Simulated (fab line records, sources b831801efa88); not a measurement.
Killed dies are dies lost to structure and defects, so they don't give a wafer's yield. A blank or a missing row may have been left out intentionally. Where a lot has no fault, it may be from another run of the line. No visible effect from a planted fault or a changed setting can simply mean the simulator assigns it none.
fab line records :: flow sfqLine
record
  lots=6
  wafers=18
  lastDay=85
route steps=325 shown I1@87 M2@88
lots that met no fault: taken from a fault-free run of the same line
startH: start of the lot's first displayed wafer, in hours after the record's first day :: waitH: how many hours have passed since the lot's step before this one :: " as in the row above :: L1.1+2: a row that stands for several wafers :: - value missing, or start not given :: * or withheld: withheld :: < > ~ a bound
route shown NAME@n: names a module that has steps shown in the file, with the first one's number in the route :: usual: mean and standard deviation over wafers with no fault :: same: alike in all rows :: chamber/n: place in a boat :: sites: readings site by site :: _std_site: how widely they spread, as a standard deviation :: _edge_site: the outer-site mean with the inner-site mean subtracted :: radiusMm: for every site, how far away it sits from the centre of the wafer :: mask NAME#n: copy n :: behind: the last tool/chamber to shape the wafer :: hold: cause of the lot's hold/its duration in hours/its outcome :: device: which transistor (n, p or np) failed to switch :: end of line: tests run on the same wafers once the route is complete :: for a step that has no rows: nothing shown but its recipe :: killed: the dies lost at the first sort to structure and to defects; this is not the yield of the wafer :: map: dies across one wafer; x = killed, . = not, _ = none there
set.NAME: setting as actually run; set.NAME@STEP: the setting as run at that earlier step :: model.NAME: the simulator's own value behind a step, which no gauge read
a table for each step, a row for each wafer; lots at some steps of the route
services: the hour from which a tool's chamber was out of use, counted from the record's first day as startH (under 0 if before that day), plus the number of hours and why
## steps
# step SFQ_TRILAYER_I1_VIA_STRIP_SOLV_CLEAN_054
# recipe
  chemistry=NMP
  tempC=70
  timeS=600
# step SFQ_TRILAYER_M2_DEP_PRE_CLEAN_056
# recipe
  gas=Ar
  timeS=22.5
  biasV=250
# step SFQ_TRILAYER_M2_DEP_SPUTTER_055
# recipe
  material=Nb
  basePressurePa=1.33e-06
  chamberPressurePa=0.1333
  substrateTempC=20
  resputterCathodeVoltageV=400
  targetThkNm=200
  powerW=2000
  timeS=133.3
# usual
  throttleValvePct=29.9/1.2
lot.wafer: L543.1
tool: pvdSputter-05
chamber: -
startH: 677.90
waitH: 0.0
throttleValvePct: 31.5

lot.wafer: L543.5
tool: pvdSputter-05
chamber: -
startH: 677.90
waitH: 0.0
throttleValvePct: 28.1

lot.wafer: L543.6
tool: pvdSputter-05
chamber: -
startH: 677.90
waitH: 0.0
throttleValvePct: 31.5

lot.wafer: L547.2
tool: pvdSputter-03
chamber: -
startH: 748.83
waitH: 0.0
throttleValvePct: 30.4

lot.wafer: L547.5
tool: pvdSputter-03
chamber: -
startH: 748.83
waitH: 0.0
throttleValvePct: 29.6

lot.wafer: L547.6
tool: pvdSputter-03
chamber: -
startH: 748.83
waitH: 0.0
throttleValvePct: 31.3

lot.wafer: L548.4
tool: pvdSputter-05
chamber: -
startH: 762.15
waitH: 0.0
throttleValvePct: 30.7

lot.wafer: L548.5
tool: pvdSputter-05
chamber: -
startH: 762.15
waitH: 0.0
throttleValvePct: 28.1

lot.wafer: L548.6
tool: pvdSputter-05
chamber: -
startH: 762.15
waitH: 0.0
throttleValvePct: 31.3

lot.wafer: L551.2
tool: pvdSputter-05
chamber: -
startH: 797.83
waitH: 0.0
throttleValvePct: 31.2

lot.wafer: L551.3
tool: pvdSputter-05
chamber: -
startH: 797.83
waitH: 0.0
throttleValvePct: 27.9

lot.wafer: L551.5
tool: pvdSputter-05
chamber: -
startH: 797.83
waitH: 0.0
throttleValvePct: 31.1

lot.wafer: L556.2
tool: pvdSputter-05
chamber: -
startH: 829.02
waitH: 0.0
throttleValvePct: 30.1

lot.wafer: L556.5
tool: pvdSputter-05
chamber: -
startH: 829.02
waitH: 0.0
throttleValvePct: 28.2

lot.wafer: L556.6
tool: pvdSputter-05
chamber: -
startH: 829.02
waitH: 0.0
throttleValvePct: 31.3

lot.wafer: L558.1
tool: pvdSputter-03
chamber: -
startH: 833.82
waitH: 0.0
throttleValvePct: 30.2

lot.wafer: L558.3
tool: pvdSputter-03
chamber: -
startH: 833.82
waitH: 0.0
throttleValvePct: 31.5

lot.wafer: L558.4
tool: pvdSputter-03
chamber: -
startH: 833.82
waitH: 0.0
throttleValvePct: 29.9
# step SFQ_M2_RS_MEAS_914
# recipe
  thkMeasGauge=four-point-probe
  reads=Nb_of_TRILAYER_M2_DEP_SPUTTER_055
# usual
  M2_NB_RS=0.893/0.0069
lot.wafer: L543.1
tool: filmMetro-02
chamber: -
startH: 677.99
waitH: 0.0
M2_NB_RS[ohm/sq]: 0.904

lot.wafer: L543.5
tool: filmMetro-02
chamber: -
startH: 677.99
waitH: 0.0
M2_NB_RS[ohm/sq]: 0.894

lot.wafer: L543.6
tool: filmMetro-02
chamber: -
startH: 677.99
waitH: 0.0
M2_NB_RS[ohm/sq]: 0.906

lot.wafer: L547.2
tool: filmMetro-02
chamber: -
startH: 748.94
waitH: 0.1
M2_NB_RS[ohm/sq]: 0.888

lot.wafer: L547.5
tool: filmMetro-02
chamber: -
startH: 748.94
waitH: 0.1
M2_NB_RS[ohm/sq]: 0.884

lot.wafer: L547.6
tool: filmMetro-02
chamber: -
startH: 748.94
waitH: 0.1
M2_NB_RS[ohm/sq]: 0.887

lot.wafer: L548.4
tool: filmMetro-02
chamber: -
startH: 762.30
waitH: 0.1
M2_NB_RS[ohm/sq]: 0.893

lot.wafer: L548.5
tool: filmMetro-02
chamber: -
startH: 762.30
waitH: 0.1
M2_NB_RS[ohm/sq]: 0.887

lot.wafer: L548.6
tool: filmMetro-02
chamber: -
startH: 762.30
waitH: 0.1
M2_NB_RS[ohm/sq]: 0.884

lot.wafer: L551.2
tool: filmMetro-03
chamber: -
startH: 797.94
waitH: 0.1
M2_NB_RS[ohm/sq]: 0.883

lot.wafer: L551.3
tool: filmMetro-03
chamber: -
startH: 797.94
waitH: 0.1
M2_NB_RS[ohm/sq]: 0.890

lot.wafer: L551.5
tool: filmMetro-03
chamber: -
startH: 797.94
waitH: 0.1
M2_NB_RS[ohm/sq]: 0.888

lot.wafer: L556.2
tool: filmMetro-04
chamber: -
startH: 829.13
waitH: 0.1
M2_NB_RS[ohm/sq]: 0.885

lot.wafer: L556.5
tool: filmMetro-04
chamber: -
startH: 829.13
waitH: 0.1
M2_NB_RS[ohm/sq]: 0.908

lot.wafer: L556.6
tool: filmMetro-04
chamber: -
startH: 829.13
waitH: 0.1
M2_NB_RS[ohm/sq]: 0.900

lot.wafer: L558.1
tool: filmMetro-03
chamber: -
startH: 833.91
waitH: 0.0
M2_NB_RS[ohm/sq]: 0.893

lot.wafer: L558.3
tool: filmMetro-03
chamber: -
startH: 833.91
waitH: 0.0
M2_NB_RS[ohm/sq]: 0.895

lot.wafer: L558.4
tool: filmMetro-03
chamber: -
startH: 833.91
waitH: 0.0
M2_NB_RS[ohm/sq]: 0.890
# step SFQ_TRILAYER_M2_LITHO_COAT_062
# recipe
  resist=BARC
  spinRpm=3000
  resistThkNm=62
# step SFQ_TRILAYER_M2_LITHO_COAT_057
# recipe
  resist=KrF
  spinRpm=3000
  resistThkNm=600
# step SFQ_TRILAYER_M2_LITHO_SOFTBAKE_061
# recipe
  tempC=withheld
  timeS=withheld
  resist=KrF
# step SFQ_TRILAYER_M2_LITHO_EXPOSE_058
# recipe
  maskId=M2
  na=0.6
  sourceShape=conventional
  sigmaOuter=0.65
  targetCdNm=500
  doseMj=14.4
# step SFQ_TRILAYER_M2_LITHO_PEB_060
# recipe
  pebTempC=115
  pebTimeS=60
  resist=KrF
# step SFQ_TRILAYER_M2_LITHO_DEVELOP_059
# recipe
  timeS=60
  resist=KrF
# step SFQ_M2_OVL_MEAS_916
# usual
  M2_OVL=-1/6
lot.wafer: L543.1
tool: overlay-01
chamber: -
startH: 680.42
waitH: 0.1
M2_OVL[nm]: 16

lot.wafer: L543.5
tool: overlay-01
chamber: -
startH: 680.42
waitH: 0.1
M2_OVL[nm]: 4

lot.wafer: L543.6
tool: overlay-01
chamber: -
startH: 680.42
waitH: 0.1
M2_OVL[nm]: 7

lot.wafer: L547.2
tool: overlay-01
chamber: -
startH: 751.35
waitH: 0.1
M2_OVL[nm]: 10

lot.wafer: L547.5
tool: overlay-01
chamber: -
startH: 751.35
waitH: 0.1
M2_OVL[nm]: 14

lot.wafer: L547.6
tool: overlay-01
chamber: -
startH: 751.35
waitH: 0.1
M2_OVL[nm]: 9

lot.wafer: L548.4
tool: overlay-01
chamber: -
startH: 764.82
waitH: 0.1
M2_OVL[nm]: 8

lot.wafer: L548.5
tool: overlay-01
chamber: -
startH: 764.82
waitH: 0.1
M2_OVL[nm]: -1

lot.wafer: L548.6
tool: overlay-01
chamber: -
startH: 764.82
waitH: 0.1
M2_OVL[nm]: 3

lot.wafer: L551.2
tool: overlay-01
chamber: -
startH: 823.85
waitH: 0.1
M2_OVL[nm]: -4

lot.wafer: L551.3
tool: overlay-01
chamber: -
startH: 823.85
waitH: 0.1
M2_OVL[nm]: -5

lot.wafer: L551.5
tool: overlay-01
chamber: -
startH: 823.85
waitH: 0.1
M2_OVL[nm]: 0

lot.wafer: L556.2
tool: overlay-01
chamber: -
startH: 833.45
waitH: 0.1
M2_OVL[nm]: 8

lot.wafer: L556.5
tool: overlay-01
chamber: -
startH: 833.45
waitH: 0.1
M2_OVL[nm]: 8

lot.wafer: L556.6
tool: overlay-01
chamber: -
startH: 833.45
waitH: 0.1
M2_OVL[nm]: 7

lot.wafer: L558.1
tool: overlay-01
chamber: -
startH: 959.17
waitH: 0.1
M2_OVL[nm]: 1

lot.wafer: L558.3
tool: overlay-01
chamber: -
startH: 959.17
waitH: 0.1
M2_OVL[nm]: 1

lot.wafer: L558.4
tool: overlay-01
chamber: -
startH: 959.17
waitH: 0.1
M2_OVL[nm]: 0
# step SFQ_TRILAYER_M2_BARC_OPEN_METAL_ETCH_077
# recipe
  maskMaterial=PR
  chemistry=O2
  targetDepthNm=125
  target=BARC
  icpW=583.3
  biasW=80
  pressureMtorr=10
  timeS=41.7
# usual
  drypumpMotorCurrentA=5.8/0.54
  oesProductAu=0.685/0.0043
  runLengthS=69.8/0.4
lot.wafer: L543.1
tool: rieMetal-01
chamber: 1
startH: 680.46
waitH: 0.0
drypumpMotorCurrentA: 6.2
oesProductAu: 0.688
rfHoursCounterH: 75
runLengthS: 69.5

lot.wafer: L543.5
tool: rieMetal-01
chamber: 0
startH: 680.46
waitH: 0.0
drypumpMotorCurrentA: 5.3
oesProductAu: 0.682
rfHoursCounterH: -
runLengthS: 70.3

lot.wafer: L543.6
tool: rieMetal-01
chamber: 1
startH: 680.46
waitH: 0.0
drypumpMotorCurrentA: 6.2
oesProductAu: 0.671
rfHoursCounterH: -
runLengthS: 69.3

lot.wafer: L547.2
tool: rieMetal-02
chamber: 0
startH: 751.38
waitH: 0.0
drypumpMotorCurrentA: 6.1
oesProductAu: 0.677
rfHoursCounterH: 112
runLengthS: 69.3

lot.wafer: L547.5
tool: rieMetal-02
chamber: 1
startH: 751.38
waitH: 0.0
drypumpMotorCurrentA: 5.2
oesProductAu: 0.671
rfHoursCounterH: -
runLengthS: 72.2

lot.wafer: L547.6
tool: rieMetal-02
chamber: 0
startH: 751.38
waitH: 0.0
drypumpMotorCurrentA: 6.2
oesProductAu: 0.693
rfHoursCounterH: -
runLengthS: 69.8

lot.wafer: L548.4
tool: rieMetal-02
chamber: 1
startH: 764.85
waitH: 0.0
drypumpMotorCurrentA: 5.2
oesProductAu: 0.668
rfHoursCounterH: -
runLengthS: 72.3

lot.wafer: L548.5
tool: rieMetal-02
chamber: 0
startH: 764.85
waitH: 0.0
drypumpMotorCurrentA: 6.1
oesProductAu: 0.685
rfHoursCounterH: -
runLengthS: 70.0

lot.wafer: L548.6
tool: rieMetal-02
chamber: 1
startH: 764.85
waitH: 0.0
drypumpMotorCurrentA: 5.2
oesProductAu: 0.665
rfHoursCounterH: -
runLengthS: 72.0

lot.wafer: L551.2
tool: rieMetal-03
chamber: 0
startH: 823.88
waitH: 0.0
drypumpMotorCurrentA: 6.6
oesProductAu: 0.687
rfHoursCounterH: 41
runLengthS: 69.8

lot.wafer: L551.3
tool: rieMetal-03
chamber: 0
startH: 823.88
waitH: 0.0
drypumpMotorCurrentA: 6.7
oesProductAu: 0.680
rfHoursCounterH: -
runLengthS: 70.1

lot.wafer: L551.5
tool: rieMetal-03
chamber: 0
startH: 823.88
waitH: 0.0
drypumpMotorCurrentA: 6.6
oesProductAu: 0.691
rfHoursCounterH: -
runLengthS: 70.0

lot.wafer: L556.2
tool: rieMetal-01
chamber: 1
startH: 833.50
waitH: 0.0
drypumpMotorCurrentA: 6.2
oesProductAu: 0.684
rfHoursCounterH: -
runLengthS: 69.2

lot.wafer: L556.5
tool: rieMetal-01
chamber: 1
startH: 833.50
waitH: 0.0
drypumpMotorCurrentA: 6.2
oesProductAu: 0.683
rfHoursCounterH: -
runLengthS: 69.1

lot.wafer: L556.6
tool: rieMetal-01
chamber: 1
startH: 833.50
waitH: 0.0
drypumpMotorCurrentA: 6.2
oesProductAu: 0.689
rfHoursCounterH: -
runLengthS: 69.3

lot.wafer: L558.1
tool: rieMetal-02
chamber: 1
startH: 959.20
waitH: 0.0
drypumpMotorCurrentA: 5.2
oesProductAu: 0.687
rfHoursCounterH: 136
runLengthS: 69.9

lot.wafer: L558.3
tool: rieMetal-02
chamber: 1
startH: 959.20
waitH: 0.0
drypumpMotorCurrentA: 5.2
oesProductAu: 0.690
rfHoursCounterH: -
runLengthS: 70.6

lot.wafer: L558.4
tool: rieMetal-02
chamber: 1
startH: 959.20
waitH: 0.0
drypumpMotorCurrentA: 5.2
oesProductAu: 0.681
rfHoursCounterH: -
runLengthS: 69.8
# step SFQ_TRILAYER_M2_ETCH_METAL_ETCH_060
# recipe
  target=Nb
  stopOn=SiO2
  maskMaterial=PR
  chemistry=Cl2/Ar
  targetDepthNm=240
  icpW=600
  biasW=80
  pressureMtorr=10
  timeS=120
# usual
  drypumpMotorCurrentA=5.8/0.54
  oesProductAu=0.894/0.0059
  runLengthS=148.1/0.4
lot.wafer: L543.1
tool: rieMetal-01
chamber: 1
startH: 680.52
waitH: 0.0
drypumpMotorCurrentA: 6.2
oesProductAu: 0.887
rfHoursCounterH: 75
runLengthS: 147.4

lot.wafer: L543.5
tool: rieMetal-01
chamber: 0
startH: 680.52
waitH: 0.0
drypumpMotorCurrentA: 5.3
oesProductAu: 0.885
rfHoursCounterH: -
runLengthS: 148.3

lot.wafer: L543.6
tool: rieMetal-01
chamber: 1
startH: 680.52
waitH: 0.0
drypumpMotorCurrentA: 6.2
oesProductAu: 0.880
rfHoursCounterH: -
runLengthS: 147.3

lot.wafer: L547.2
tool: rieMetal-02
chamber: 0
startH: 751.44
waitH: 0.0
drypumpMotorCurrentA: 6.1
oesProductAu: 0.898
rfHoursCounterH: 112
runLengthS: 147.6

lot.wafer: L547.5
tool: rieMetal-02
chamber: 1
startH: 751.44
waitH: 0.0
drypumpMotorCurrentA: 5.2
oesProductAu: 0.896
rfHoursCounterH: -
runLengthS: 148.1

lot.wafer: L547.6
tool: rieMetal-02
chamber: 0
startH: 751.44
waitH: 0.0
drypumpMotorCurrentA: 6.1
oesProductAu: 0.899
rfHoursCounterH: -
runLengthS: 148.0

lot.wafer: L548.4
tool: rieMetal-02
chamber: 1
startH: 764.94
waitH: 0.1
drypumpMotorCurrentA: 5.2
oesProductAu: 0.896
rfHoursCounterH: -
runLengthS: 148.1

lot.wafer: L548.5
tool: rieMetal-02
chamber: 0
startH: 764.94
waitH: 0.1
drypumpMotorCurrentA: 6.2
oesProductAu: 0.899
rfHoursCounterH: -
runLengthS: 147.9

lot.wafer: L548.6
tool: rieMetal-02
chamber: 1
startH: 764.94
waitH: 0.1
drypumpMotorCurrentA: 5.2
oesProductAu: 0.903
rfHoursCounterH: -
runLengthS: 148.8

lot.wafer: L551.2
tool: rieMetal-03
chamber: 0
startH: 823.94
waitH: 0.0
drypumpMotorCurrentA: 6.6
oesProductAu: 0.898
rfHoursCounterH: 41
runLengthS: 148.2

lot.wafer: L551.3
tool: rieMetal-03
chamber: 0
startH: 823.94
waitH: 0.0
drypumpMotorCurrentA: 6.6
oesProductAu: 0.892
rfHoursCounterH: -
runLengthS: 148.0

lot.wafer: L551.5
tool: rieMetal-03
chamber: 0
startH: 823.94
waitH: 0.0
drypumpMotorCurrentA: 6.6
oesProductAu: 0.906
rfHoursCounterH: -
runLengthS: 148.5

lot.wafer: L556.2
tool: rieMetal-01
chamber: 1
startH: 833.64
waitH: 0.1
drypumpMotorCurrentA: 6.2
oesProductAu: 0.902
rfHoursCounterH: -
runLengthS: 147.8

lot.wafer: L556.5
tool: rieMetal-01
chamber: 1
startH: 833.64
waitH: 0.1
drypumpMotorCurrentA: 6.2
oesProductAu: 0.887
rfHoursCounterH: -
runLengthS: 147.6

lot.wafer: L556.6
tool: rieMetal-01
chamber: 1
startH: 833.64
waitH: 0.1
drypumpMotorCurrentA: 6.2
oesProductAu: 0.890
rfHoursCounterH: -
runLengthS: 147.3

lot.wafer: L558.1
tool: rieMetal-02
chamber: 1
startH: 959.32
waitH: 0.1
drypumpMotorCurrentA: 5.2
oesProductAu: 0.890
rfHoursCounterH: 136
runLengthS: 148.5

lot.wafer: L558.3
tool: rieMetal-02
chamber: 1
startH: 959.32
waitH: 0.1
drypumpMotorCurrentA: 5.2
oesProductAu: 0.895
rfHoursCounterH: -
runLengthS: 148.1

lot.wafer: L558.4
tool: rieMetal-02
chamber: 1
startH: 959.32
waitH: 0.1
drypumpMotorCurrentA: 5.2
oesProductAu: 0.883
rfHoursCounterH: -
runLengthS: 148.2
## services
tool: rieMetal-01
chamber: -
startH: 695.73
hours: 14.6
kind: pm

tool: rieMetal-01
chamber: -
startH: 776.70
hours: 0.8
kind: repair

tool: pvdSputter-03
chamber: -
startH: 815.04
hours: 1.8
kind: repair

tool: rieMetal-01
chamber: 0
startH: 833.23
hours: -
kind: clean

tool: rieMetal-01
chamber: 0
startH: 833.23
hours: 17.7
kind: scheduledDown

tool: rieMetal-01
chamber: 0
startH: 833.23
hours: 17.7
kind: ventCycle

tool: pvdSputter-05
chamber: -
startH: 837.34
hours: 2.3
kind: repair

tool: rieMetal-03
chamber: 0
startH: 863.06
hours: 8.7
kind: repair

tool: rieMetal-03
chamber: 1
startH: 864.56
hours: 7.5
kind: repair

tool: rieMetal-02
chamber: 0
startH: 886.28
hours: 3.5
kind: repair

tool: rieMetal-03
chamber: 1
startH: 893.49
hours: 1.3
kind: repair

tool: rieMetal-02
chamber: -
startH: 898.73
hours: 28.1
kind: pm

tool: rieMetal-02
chamber: 1
startH: 928.93
hours: 20.3
kind: repair

tool: rieMetal-02
chamber: 0
startH: 959.05
hours: -
kind: clean

tool: rieMetal-02
chamber: 0
startH: 959.05
hours: 20.9
kind: scheduledDown

tool: rieMetal-02
chamber: 0
startH: 959.05
hours: 20.9
kind: ventCycle
## key
firstSign
  step=SFQ_TRILAYER_M2_BARC_OPEN_METAL_ETCH_077
  reading=runLengthS
  direction=up
  sigmas=5.9
  usual=*
  struck=*
effect
  step=SFQ_TRILAYER_M2_BARC_OPEN_METAL_ETCH_077
  reading=oesProductAu
  direction=down
  sigmas=4
  usual=0.685
  struck=0.668
metAt SFQ_TRILAYER_M2_BARC_OPEN_METAL_ETCH_077
struckWafers L547.5,L548.4,L548.6
fault
  kind=processParameterDrift
  tool=rieMetal-02
  chamber=1
  onsetH=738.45
  steps=SFQ_TRILAYER_M2_BARC_OPEN_METAL_ETCH_077
  channel=timeS
  offset=*
  shape=step
  endH=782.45
  actsIn=*
  stated=*
